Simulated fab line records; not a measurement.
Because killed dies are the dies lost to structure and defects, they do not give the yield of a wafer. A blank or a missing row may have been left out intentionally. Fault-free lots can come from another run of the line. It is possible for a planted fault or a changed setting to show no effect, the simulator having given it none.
fab line records + flow sky130
[record]
- lots = 4
- wafers = 12
- last_day = 50
route steps=708 shown SONOS_TUNNEL@160 SONOS_ONO@168 GATE_OXIDE@187 PAD_OPEN@708
lots that met no fault: from a run of the same line without faults
start_h: the number of hours between the record's first day and the start of the first shown wafer of the lot + wait_h: how many hours have passed since the lot's step before this one + " as in the row above + L1.1+2: a row that stands for several wafers + - either no value or no given start + * or withheld: withheld + < > ~ a bound
route shown NAME@n: names a module that has steps shown in the file, with the first one's number in the route + usual: mean/standard deviation taken from wafers without a fault + same: alike in all rows + chamber/n: place in a boat + sites: per-site readings + _std_site: standard deviation across them + _edge_site: the outer-site mean with the inner-site mean subtracted + radius_mm: for every site, how far away it sits from the centre of the wafer + mask NAME#n: copy n + behind: the most recent tool/chamber to have shaped the wafer + hold: why the lot was held/for how many hours/how that ended + device: the transistor (n, p or np) that didn't switch + end of line: at the end of the route, the tests of the same wafers + where a step has no rows: the recipe by itself + killed: at the first sort, the dies lost to defects and structure; wafer yield is something else + map: dies across one wafer; x = killed, . = not, _ = none there
set.NAME: the setting that was run; set.NAME@STEP: the one run at that earlier step + model.NAME: the simulator's own value behind a step, which no gauge read
lots seen at some steps along the route; tables by step, rows by wafer
services: when a tool's chamber went out of use (start_h, in hours from the record's first day, below 0 if earlier), for how many hours, and the reason
[[steps]]
[step SKY_SONOS_TUNNEL_DEVELOP_06]
[recipe]
- resist = NOVOLAK
- developer = TMAH
- develop_time_s = 60
- dev_temp_c = 23
[step SKY_SONOS_TUNNEL_IMPLANT_09]
[recipe]
- species = B
- energy_kev = 20
- dose_cm2 = 1e+12
- tilt_deg = withheld
[step SKY_SONOS_TUNNEL_WET_ETCH_10]
[recipe]
- chemistry = dHF
- target_depth_nm = 14
- target = SiO2
- dilution = 100:1
- temp_c = 25
- time_s = 280
[step SKY_SONOS_TUNNEL_STRIP_11]
[recipe]
- chemistry = SPM
- time_s = 600
- temp_c = 130
[step SKY_SONOS_TUNNEL_CLEAN_13]
[recipe]
- chemistry = dHF
- time_s = 20
- dilution = 100:1
- dry = ipa_marangoni
[step SKY_SONOS_ONO_OXIDATION_00]
[recipe]
- temp_c = 800
- ambient = O2
- idle_temp_c = 700
- ramp_up_c_per_min = 10
- ramp_down_c_per_min = 3
- stabilise_s = 600
- purge_s = 300
- target_thk_a = 26
- ox_time_s = 1249
[step SKY_SONOS_ONO_CVD_02]
[recipe]
- material = Si3N4
- precursor = DCS/NH3
- target_thk_nm = 10.5
- temp_c = 770
- time_s = 180
- pressure_mtorr = 250
[step SKY_SONOS_ONO_CVD_04]
[recipe]
- material = SiO2
- precursor = SiH4/N2O
- target_thk_nm = 5.7199
- temp_c = 900
- pressure_mtorr = 400
[usual]
- spike_tc_bottom_C = 916/4.4
- spike_tc_top_C = 913.1/0.98
- zone_power_centre_pct = 16.69/0.17
| lot.wafer | tool     | chamber | start_h | wait_h | spike_tc_bottom_C | spike_tc_top_C | zone_power_centre_pct | model.SiO2_of_SONOS_ONO_CVD_04.thk_nm |
|-----------|----------|---------|---------|--------|-------------------|----------------|-----------------------|---------------------------------------|
| L416.1    | lpcvd-03 | 1       | 313.04  | 0.1    | 912               | 914.3          | 16.53                 | 5.812                                 |
| L416.2    | "        | 1       | "       | "      | 912               | 911.6          | 16.99                 | 5.753                                 |
| L416.4    | "        | 1       | "       | "      | 912               | 912.4          | 16.71                 | 5.724                                 |
| L426.2    | lpcvd-03 | 0       | 406.00  | 0.0    | 922               | 911.6          | 16.96                 | 6.315                                 |
| L426.3    | "        | 0       | "       | "      | 921               | 914.6          | 16.74                 | 6.287                                 |
| L426.6    | "        | 0       | "       | "      | 921               | 914.6          | 16.44                 | 6.254                                 |
| L427.1    | lpcvd-03 | 0       | 412.47  | 0.1    | 921               | 913.3          | 16.71                 | 6.315                                 |
| L427.4    | "        | 0       | "       | "      | 920               | 916.0          | 17.00                 | 6.372                                 |
| L427.6    | "        | 0       | "       | "      | 922               | 913.1          | 16.81                 | 6.283                                 |
| L428.2    | lpcvd-03 | 1       | 427.71  | 4.4    | 913               | 911.9          | 16.52                 | 5.951                                 |
| L428.3    | "        | 1       | "       | "      | 912               | 913.9          | 16.45                 | 6.018                                 |
| L428.6    | "        | 1       | "       | "      | 911               | 913.5          | 16.49                 | 5.912                                 |
[step SKY_SONOS_ONO_THK_MEAS_05]
[recipe]
- reads = SiO2_of_SONOS_ONO_CVD_04
[usual]
- SONOS_ONO_CVD_04_THK = 5.74/0.14
| lot.wafer | tool          | chamber | start_h | wait_h | SONOS_ONO_CVD_04_THK[nm] |
|-----------|---------------|---------|---------|--------|--------------------------|
| L416.1    | film_metro-01 | -       | 314.91  | 0.0    | 5.86                     |
| L416.2    | "             | -       | "       | "      | 5.78                     |
| L416.4    | "             | -       | "       | "      | 5.77                     |
| L426.2    | film_metro-01 | -       | 407.26  | 0.0    | 6.34                     |
| L426.3    | "             | -       | "       | "      | 6.25                     |
| L426.6    | "             | -       | "       | "      | 6.29                     |
| L427.1    | film_metro-02 | -       | 413.72  | 0.0    | 6.35                     |
| L427.4    | "             | -       | "       | "      | 6.39                     |
| L427.6    | "             | -       | "       | "      | 6.26                     |
| L428.2    | film_metro-02 | -       | 428.97  | 0.0    | 5.94                     |
| L428.3    | "             | -       | "       | "      | 6.03                     |
| L428.6    | "             | -       | "       | "      | 5.92                     |
[step SKY_SONOS_ONO_DEHYDRATE_06]
[recipe]
- temp_c = 200
- time_s = 60
[step SKY_SONOS_ONO_HMDS_07]
[recipe]
- prime_time_s = 60
- prime_temp_c = 120
[step SKY_SONOS_ONO_COAT_08]
[recipe]
- resist = NOVOLAK
- spin_rpm = 3000
- resist_thk_nm = 1140
[step SKY_SONOS_ONO_SOFTBAKE_09]
[recipe]
- temp_c = 90
- time_s = 60
- resist = NOVOLAK
[step SKY_SONOS_ONO_EXPOSE_10]
[recipe]
- mask_id = ONOM
- target_cd_nm = 410
- na = 0.6
- source_shape = conventional
- sigma_outer = 0.6
- dose_mj = 150
[step SKY_SONOS_ONO_PEB_11]
[recipe]
- temp_c = withheld
- time_s = *
- resist = NOVOLAK
[step SKY_SONOS_ONO_DEVELOP_12]
[recipe]
- develop_time_s = 60
- dev_temp_c = 23
[step SKY_SONOS_ONO_ETCH_15]
[recipe]
- target_depth_nm = 19.52
- chemistry = CHF3/O2
- source_w = 600
- bias_w = 200
- pressure_mtorr = 40
- chf3_flow_sccm = 50
- O2_flow_sccm = 5
- time_s = 7.8
[step SKY_SONOS_ONO_WET_ETCH_16]
[recipe]
- chemistry = dHF
- target_depth_nm = 14
- dry = n2_spin
- target = SiO2
- dilution = 100:1
- temp_c = 25
- time_s = 280
[step SKY_SONOS_ONO_STRIP_17]
[recipe]
- chemistry = O2/N2
- power_w = 1400
- pressure_mtorr = 1500
- platen_temp_c = withheld
- o2_flow_sccm = 3000
- n2_flow_sccm = 300
- overash_fraction = 0.5
[step SKY_SONOS_ONO_WET_ETCH_18]
[recipe]
- chemistry = H3PO4
- target_depth_nm = 15
- target = Si3N4
- temp_c = 160
- time_s = 172
[step SKY_GATE_OXIDE_CLEAN_00]
[recipe]
- chemistry = SC1/SC2
- mix = 1:4:20
- temp_c = 70
- time_s = 150
- dry = n2_spin
[step SKY_GATE_OXIDE_OXIDATION_01]
[recipe]
- temp_c = 900
- ambient = O2
- stabilise_s = 600
- purge_s = 300
- target_thk_a = 102.68
- ox_time_s = 1473
[step SKY_GATE_OXIDE_DEHYDRATE_03]
[recipe]
- temp_c = 200
- time_s = 60
[step SKY_GATE_OXIDE_HMDS_04]
[recipe]
- prime_time_s = 60
- prime_temp_c = 120
[step SKY_GATE_OXIDE_COAT_05]
[recipe]
- resist = NOVOLAK
- spin_rpm = 3000
- resist_thk_nm = 1140
[step SKY_GATE_OXIDE_SOFTBAKE_06]
[recipe]
- temp_c = 90
- time_s = 60
- resist = NOVOLAK
[step SKY_GATE_OXIDE_EXPOSE_07]
[recipe]
- mask_id = LVOM
- na = 0.6
- source_shape = conventional
- sigma_outer = 0.6
- polarization = unpolarized
- target_cd_nm = 600
- dose_mj = 170
[step SKY_GATE_OXIDE_PEB_08]
[recipe]
- temp_c = withheld
- time_s = *
- resist = NOVOLAK
[step SKY_GATE_OXIDE_DEVELOP_09]
[recipe]
- resist = NOVOLAK
- developer = TMAH
- develop_time_s = 60
- dev_temp_c = 23
[step SKY_GATE_OXIDE_IMPLANT_11]
[recipe]
- species = B
- energy_kev = 10
- dose_cm2 = 2.6e+12
- tilt_deg = withheld
[step SKY_GATE_OXIDE_WET_ETCH_12]
[recipe]
- chemistry = dHF
- target_depth_nm = 16.8
- dry = n2_spin
- target = SiO2
- dilution = 100:1
- temp_c = 25
- time_s = 336
[step SKY_GATE_OXIDE_STRIP_13]
[recipe]
- chemistry = O2/N2
- power_w = 1400
- pressure_mtorr = 1500
- platen_temp_c = withheld
- o2_flow_sccm = 3000
- n2_flow_sccm = 300
- overash_fraction = 0.5
[step SKY_GATE_OXIDE_CLEAN_15]
[recipe]
- chemistry = SC1/SC2
- mix = 1:4:20
- temp_c = 70
- time_s = 150
- dry = n2_spin
| lot.wafer | tool         | chamber | start_h | wait_h | model.SiO2_of_SONOS_ONO_CVD_04.thk_nm |
|-----------|--------------|---------|---------|--------|---------------------------------------|
| L416.1    | wet_bench-03 | 0       | 373.45  | 0.1    | 4.296                                 |
| L416.2    | "            | 0       | "       | "      | 4.239                                 |
| L416.4    | "            | 0       | "       | "      | 4.207                                 |
| L426.2    | wet_bench-03 | 3       | 469.78  | 0.0    | 4.794                                 |
| L426.3    | "            | 3       | "       | "      | 4.764                                 |
| L426.6    | "            | 3       | "       | "      | 4.735                                 |
| L427.1    | wet_bench-01 | 2       | 477.26  | 0.1    | 4.791                                 |
| L427.4    | "            | 2       | "       | "      | 4.851                                 |
| L427.6    | "            | 2       | "       | "      | 4.761                                 |
| L428.2    | wet_bench-02 | 3       | 492.80  | 0.0    | 4.414                                 |
| L428.3    | "            | 3       | "       | "      | 4.482                                 |
| L428.6    | "            | 3       | "       | "      | 4.38                                  |
[step SKY_PAD_OPEN_PROBE_99]
[usual]
- killed_at_M0_to_M3 = 43/6.7
- killed_at_M4_up = 3.1/1.9
- killed_at_contacts = 25/5
- killed_at_front_end = 15/4
- killed_at_other = 0.4/0.69
- killed_dies = 87/9.2
- killed_open = 46/7.1
- killed_short = 40/6.8
[same]
- gross_dies = 492
- killed_at_back_side = 0
| lot.wafer | tool      | chamber | start_h | wait_h | killed_at_M0_to_M3 | killed_at_M4_up | killed_at_contacts | killed_at_front_end | killed_at_other | killed_dies | killed_open | killed_short | model.etest.sonos_erased.drive_ua_um | model.etest.sonos_uncharged.r_on_ohm_um | model.etest.cap_ono.gate_log10_a_cm2 | model.etest.cap_ono.gate_bv_v | model.etest.cap_ono.tox_acc_nm | model.etest.sonos_programmed.vt_v | model.etest.sonos_erased.vt_v | model.etest.sonos_baked.vt_v |
|-----------|-----------|---------|---------|--------|--------------------|-----------------|--------------------|---------------------|-----------------|-------------|-------------|--------------|--------------------------------------|-----------------------------------------|--------------------------------------|-------------------------------|--------------------------------|-----------------------------------|-------------------------------|------------------------------|
| L416.1    | prober-01 | -       | 1126.96 | 0.1    | 39                 | 3               | 17                 | 15                  | 1               | 75          | 40          | 35           | 148.2                                | 827.4                                   | -8.11                                | 16.5                          | 13.04                          | 1.385                             | -2.163                        | 0.9279                       |
| L416.2    | prober-01 | -       | 1127.01 | 0.1    | 33                 | 2               | 25                 | 16                  | 0               | 76          | 39          | 37           | 197.9                                | 828.7                                   | -7.898                               | 16.61                         | 12.85                          | 1.475                             | -2.284                        | 0.9585                       |
| L416.4    | prober-01 | -       | 1127.11 | 0.2    | 32                 | 2               | 22                 | 14                  | 0               | 70          | 34          | 36           | 196.1                                | 823.4                                   | -7.946                               | 16.67                         | 12.92                          | 1.435                             | -2.278                        | 0.9587                       |
| L426.2    | prober-01 | -       | 1184.02 | 0.1    | 24                 | 1               | 26                 | 18                  | 0               | 69          | 31          | 38           | 159.8                                | 838                                     | -8.907                               | 17.13                         | 13.59                          | 1.116                             | -1.955                        | 0.6787                       |
| L426.3    | prober-01 | -       | 1184.07 | 0.2    | 55                 | 3               | 24                 | 29                  | 0               | 111         | 57          | 54           | 153.9                                | 837.7                                   | -8.738                               | 17.08                         | 13.55                          | 1.097                             | -1.966                        | 0.6713                       |
| L426.6    | prober-01 | -       | 1184.22 | 0.2    | 48                 | 2               | 24                 | 18                  | 0               | 92          | 49          | 43           | 146                                  | 850.3                                   | -8.751                               | 17.27                         | 13.56                          | 1.117                             | -1.972                        | 0.7629                       |
| L427.1    | prober-02 | -       | 1190.76 | 0.1    | 44                 | 3               | 28                 | 20                  | 1               | 96          | 57          | 39           | 145.6                                | 836.8                                   | -8.906                               | 17.69                         | 13.67                          | 1.071                             | -1.888                        | 0.6561                       |
| L427.4    | prober-02 | -       | 1190.91 | 0.2    | 44                 | 4               | 24                 | 11                  | 0               | 83          | 50          | 33           | 137.2                                | 848.3                                   | -8.94                                | 17.6                          | 13.63                          | 1.022                             | -1.874                        | 0.6567                       |
| L427.6    | prober-02 | -       | 1191.01 | 0.2    | 52                 | 4               | 26                 | 15                  | 0               | 97          | 50          | 47           | 161.3                                | 831.2                                   | -8.758                               | 16.55                         | 13.53                          | 1.082                             | -1.974                        | 0.693                        |
| L428.2    | prober-01 | -       | 1195.88 | 0.1    | 36                 | 5               | 26                 | 13                  | 0               | 80          | 38          | 42           | 167.2                                | 827.1                                   | -8.172                               | 16.43                         | 13.07                          | 1.39                              | -2.187                        | 0.8853                       |
| L428.3    | prober-01 | -       | 1195.93 | 0.2    | 39                 | 3               | 30                 | 17                  | 0               | 89          | 43          | 46           | 170.4                                | 806.5                                   | -8.246                               | 16.44                         | 13.11                          | 1.369                             | -2.168                        | 0.844                        |
| L428.6    | prober-01 | -       | 1196.08 | 0.2    | 48                 | 7               | 31                 | 9                   | 0               | 95          | 44          | 51           | 210.1                                | 819.6                                   | -8.249                               | 16.68                         | 13.12                          | 1.326                             | -2.232                        | 0.8631                       |
// killed by level:class
L416.1 VIA1:geometric_particle:open=12 METAL1:geometric_particle:short=7 LI_CONTACT:geometric_particle:short=5 LI_CONTACT:geometric_particle:open=5 CONTACT:geometric_particle:open=5 FIELD_ISO:geometric_particle:open=4 POLY_GATE:geometric_particle:open=4 VIA2:geometric_particle:open=4
L416.2 VIA1:geometric_particle:open=8 CONTACT:geometric_particle:open=8 METAL1:geometric_particle:short=7 CONTACT:geometric_particle:short=6 FIELD_ISO:geometric_particle:short=5 VIA2:geometric_particle:open=5 FIELD_ISO:geometric_particle:open=4 LI_CONTACT:geometric_particle:open=4
L416.4 LI_CONTACT:geometric_particle:open=7 CONTACT:geometric_particle:short=6 VIA1:geometric_particle:open=6 METAL2:geometric_particle:short=5 CONTACT:geometric_particle:open=5 METAL1:geometric_particle:short=5 VIA1:geometric_particle:short=5 VIA2:geometric_particle:open=5
L426.2 CONTACT:geometric_particle:open=8 LOCAL_INTERCONNECT:geometric_particle:short=7 FIELD_ISO:geometric_particle:short=6 LI_CONTACT:geometric_particle:open=5 VIA1:geometric_particle:open=5 FIELD_ISO:geometric_particle:open=3 POLY_GATE:geometric_particle:short=3 VIA2:geometric_particle:short=3
L426.3 VIA1:geometric_particle:open=13 FIELD_ISO:geometric_particle:short=9 METAL2:geometric_particle:short=8 VIA2:geometric_particle:open=8 CONTACT:geometric_particle:open=7 VIA3:geometric_particle:open=7 POLY_GATE:geometric_particle:open=5 POLY_GATE:geometric_particle:short=5
L426.6 CONTACT:geometric_particle:open=10 VIA1:geometric_particle:open=10 METAL1:geometric_particle:short=9 LI_CONTACT:geometric_particle:open=6 VIA2:geometric_particle:open=6 VIA3:geometric_particle:short=5 FIELD_ISO:geometric_particle:open=4 FIELD_ISO:geometric_particle:short=4
L427.1 CONTACT:geometric_particle:open=13 VIA1:geometric_particle:open=12 VIA3:geometric_particle:open=9 LI_CONTACT:geometric_particle:open=7 FIELD_ISO:geometric_particle:short=6 POLY_GATE:geometric_particle:open=5 POLY_GATE:geometric_particle:short=5 CONTACT:geometric_particle:short=5
L427.4 VIA3:geometric_particle:open=12 CONTACT:geometric_particle:open=11 VIA1:geometric_particle:open=11 CONTACT:geometric_particle:short=5 VIA1:geometric_particle:short=5 FIELD_ISO:geometric_particle:short=4 LI_CONTACT:geometric_particle:open=4 FIELD_ISO:geometric_particle:open=3
L427.6 VIA1:geometric_particle:open=15 CONTACT:geometric_particle:short=7 LI_CONTACT:geometric_particle:open=7 VIA1:geometric_particle:short=7 VIA2:geometric_particle:open=7 CONTACT:geometric_particle:open=6 FIELD_ISO:geometric_particle:short=5 FIELD_ISO:geometric_particle:open=4
L428.2 CONTACT:geometric_particle:open=8 LOCAL_INTERCONNECT:geometric_particle:short=7 VIA1:geometric_particle:open=7 LI_CONTACT:geometric_particle:open=6 POLY_GATE:geometric_particle:open=5 VIA1:geometric_particle:short=5 VIA3:geometric_particle:short=5 METAL1:geometric_particle:short=4
L428.3 CONTACT:geometric_particle:open=12 VIA1:geometric_particle:open=11 LOCAL_INTERCONNECT:geometric_particle:short=8 METAL2:geometric_particle:short=8 POLY_GATE:geometric_particle:short=6 METAL1:geometric_particle:short=5 POLY_GATE:geometric_particle:open=4 CONTACT:geometric_particle:short=4
L428.6 VIA1:geometric_particle:open=13 CONTACT:geometric_particle:open=9 METAL1:geometric_particle:short=9 CONTACT:geometric_particle:short=8 FIELD_ISO:geometric_particle:short=6 LI_CONTACT:geometric_particle:open=6 METAL2:geometric_particle:short=5 METAL4:geometric_particle:short=5
[[services]]
| tool     | chamber | start_h | hours | kind |
|----------|---------|---------|-------|------|
| lpcvd-03 | -       | 421.60  | 6.1   | pm   |
| lpcvd-03 | -       | 428.96  | 14.6  | pm   |
[[key]]
[first_sign]
- step = SKY_SONOS_ONO_THK_MEAS_05
- reading = SONOS_ONO_CVD_04_THK
- direction = up
- sigmas = 4.1
- usual = 5.74
- struck = 6.31
effect none on later readings
[model_effect]
- step = SKY_SONOS_ONO_CVD_04
- value = SiO2_of_SONOS_ONO_CVD_04.thk_nm
- without = 5.764
- struck = 6.304
[model_effect]
- step = SKY_GATE_OXIDE_CLEAN_15
- value = SiO2_of_SONOS_ONO_CVD_04.thk_nm
- without = 4.242
- struck = 4.783
[model_effect]
- step = SKY_PAD_OPEN_PROBE_99
- value = etest.sonos_erased.drive_ua_um
- without = 182
- struck = 150.6
met_at SKY_SONOS_ONO_CVD_04
struck_wafers L426.2,L426.3,L426.6,L427.1,L427.4,L427.6
tester_left_out L426,L427
[fault]
- kind = process_parameter_drift
- tool = lpcvd-03
- chamber = 0
- onset_h = 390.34
- steps = SKY_SONOS_ONO_CVD_04
- channel = target_thk_nm
- offset = 0.54041
- shape = step
- end_h = 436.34
- stated = 5.7199
// tester_left_out: of these lots the tester's yield and bins aren't shown, on N5 and GAA mostly nor the transistor test; their killed dies are dies lost to structure and defects alone, not to doping, threshold or leakage, so they don't give the yield
